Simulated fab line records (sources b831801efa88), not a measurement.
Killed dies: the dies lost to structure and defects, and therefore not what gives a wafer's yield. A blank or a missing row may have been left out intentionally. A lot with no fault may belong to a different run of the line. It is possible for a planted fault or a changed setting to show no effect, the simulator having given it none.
Chamber matching -- flow sky130 -- SKY_VIA1_ETCH_14 on rie-diel-03 has 4 sister chambers
The step etches BARC in N2/H2, stops on SiO2, time 45.9 s, target depth 60 nm. 4 wafers are shown with their chamber, then 7 later ones without.

WAFERS WITH THEIR CHAMBER
wafer,chamber,drypump-motor-current-A (A)
L222.1,2,5.9
L222.5,3,5.1
L225.2,0,5.8
L225.3,1,6.0

WAFERS WHOSE CHAMBER IS MISSING
wafer,drypump-motor-current-A (A)
L225.6,5.1
L227.3,5.9
L227.4,5.9
L227.6,6.0
L230.2,5.8
L230.3,6.1
L230.5,5.9

EACH ONE'S CHAMBER
wafer,from the rows above,in truth
L225.6,3,3
L227.3,2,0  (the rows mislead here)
L227.4,2,2
L227.6,1,1
L230.2,0,0
L230.3,1,1
L230.5,2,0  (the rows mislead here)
5 of 7 placed correctly. Can't be placed from these rows: 0. 2 placed wrongly.
How it was worked out, from the rows above alone: a wafer's distance from a chamber is the root of the sum, over the readings, of the square of ((its reading less the chamber's mean) divided by the reading's scatter). If the next closest chamber is less than 2 further off than the closest, the wafer can't be placed; otherwise it belongs to the closest. For every chamber, the mean is computed from those of its wafers that are shown. The scatter: root of mean squared gap, hidden wafer to nearest shown wafer, with one shown wafer a chamber.
